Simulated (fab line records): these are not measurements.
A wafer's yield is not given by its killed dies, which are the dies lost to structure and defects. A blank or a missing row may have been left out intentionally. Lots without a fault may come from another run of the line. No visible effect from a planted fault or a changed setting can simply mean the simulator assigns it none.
What tool caused it?    flow sky130    12 lots, 36 wafers sampled, at 3 steps of a route of 708

## WHAT THE GAUGES READ, wafer by wafer
SKY_POLY_CUT_CD_MEAS_08 targets a cd of 270 nm. Usual: cd nm 270.1 nm, standard deviation 1.4.
lot   measured      on         cd nm (nm)         flag
L380  day 25 00:41  cd sem-01  269.7 268.0 269.1  
L382  day 26 03:55  cd sem-01  266.9 268.4 269.5  
L384  day 26 19:20  cd sem-02  269.5 269.5 271.7  
L386  day 26 18:58  cd sem-02  267.7 268.1 270.4  
L387  day 27 06:31  cd sem-01  272.9 273.5 271.1  
L389  day 28 06:25  cd sem-01  268.9 270.2 269.8  
L391  day 28 09:58  cd sem-02  271.7 270.3 271.5  
L398  day 30 15:38  cd sem-02  270.0 270.4 270.3  
L399  day 31 00:22  cd sem-02  271.9 271.0 270.2  
L402  day 31 10:56  cd sem-02  271.1 271.7 271.8  
L401  day 31 15:47  cd sem-01  269.0 272.1 269.6  
L403  day 31 19:38  cd sem-02  270.0 269.7 271.3  

## TOOL THAT RAN EACH LOT (tool first, then ch and the chambers of the sampled wafers, then the start)
lot   SKY_LDD_N_STRIP_16                    SKY_POLY_CUT_COAT_03
L380  plasma asher-03 ch 0,1, day 18 13:11  litho track-01 ch 0, day 24 09:00
L382  plasma asher-02 ch 1, day 19 20:13    litho track-02 ch 0, day 25 13:00
L384  plasma asher-01 ch 0,1, day 20 09:23  litho track-02 ch 0, day 26 03:00
L386  plasma asher-01 ch 0,1, day 20 09:51  litho track-03 ch 0, day 26 03:00
L387  plasma asher-01 ch 0,1, day 20 23:42  litho track-03 ch 0, day 26 16:00
L389  plasma asher-01 ch 0,1, day 21 23:12  litho track-03 ch 0, day 27 15:00
L391  plasma asher-02 ch 0,1, day 22 05:50  litho track-02 ch 0, day 27 19:00
L398  plasma asher-02 ch 0,1, day 24 13:33  litho track-03 ch 0, day 30 01:00
L399  plasma asher-02 ch 0,1, day 24 23:06  litho track-03 ch 0, day 30 10:00
L402  plasma asher-01 ch 0,1, day 25 13:17  litho track-02 ch 0, day 30 21:00
L401  plasma asher-01 ch 0,1, day 25 14:48  litho track-01 ch 0, day 31 01:00
L403  plasma asher-02 ch 0,1, day 25 17:48  litho track-01 ch 0, day 31 05:00
- SKY_LDD_N_STRIP_16: strips in O2/N2.
- SKY_POLY_CUT_COAT_03: resist thk 450 nm.

## WHAT THE TOOLS THEMSELVES READ (means of the sampled wafers that have a number; where no wafer has one, the mark that the record gives instead)
SKY_LDD_N_STRIP_16. Usual: drypump motor current A 5.9 A, standard deviation 0.59; oes product au 0.407 a.u., standard deviation 0.0046; strip time to endpoint s 4.312 s, standard deviation 0.014.
lot   tool             drypump motor current A (A)  oes product au (a.u.)  strip time to endpoint s (s)  flag
L380  plasma asher-03  6.0                          0.402                  4.316                         
L382  plasma asher-02  5.7                          0.405                  4.322                         
L384  plasma asher-01  5.2                          0.408                  4.294                         
L386  plasma asher-01  5.2                          0.408                  4.292                         
L387  plasma asher-01  5.5                          0.403                  4.323                         
L389  plasma asher-01  5.2                          0.403                  4.320                         
L391  plasma asher-02  6.0                          0.404                  4.325                         
L398  plasma asher-02  6.4                          0.410                  4.326                         
L399  plasma asher-02  6.0                          0.402                  4.331                         
L402  plasma asher-01  5.5                          0.408                  4.315                         
L401  plasma asher-01  5.5                          0.401                  4.315                         
L403  plasma asher-02  6.0                          0.405                  4.289                         

## THE ANSWER, worked out from the rows above alone
Rule: lot off if the mean of its wafers having a number is beyond 3 standard deviations from the usual mean. Also off: a lot with no number at a reading for which 4 or more lots have one. Where the step has rows for the other lots, those lots are counted as sound. After the gauges, taken in route order, come the tools' own readings; for these a lot's mean is taken, as printed above. At the first step where some lot is off, the reading lying furthest off is the one used; lots without a number count as furthest.
No lot is off at any reading shown: from this, nothing can be told.

## WHAT THE SIMULATOR HAD PUT IN
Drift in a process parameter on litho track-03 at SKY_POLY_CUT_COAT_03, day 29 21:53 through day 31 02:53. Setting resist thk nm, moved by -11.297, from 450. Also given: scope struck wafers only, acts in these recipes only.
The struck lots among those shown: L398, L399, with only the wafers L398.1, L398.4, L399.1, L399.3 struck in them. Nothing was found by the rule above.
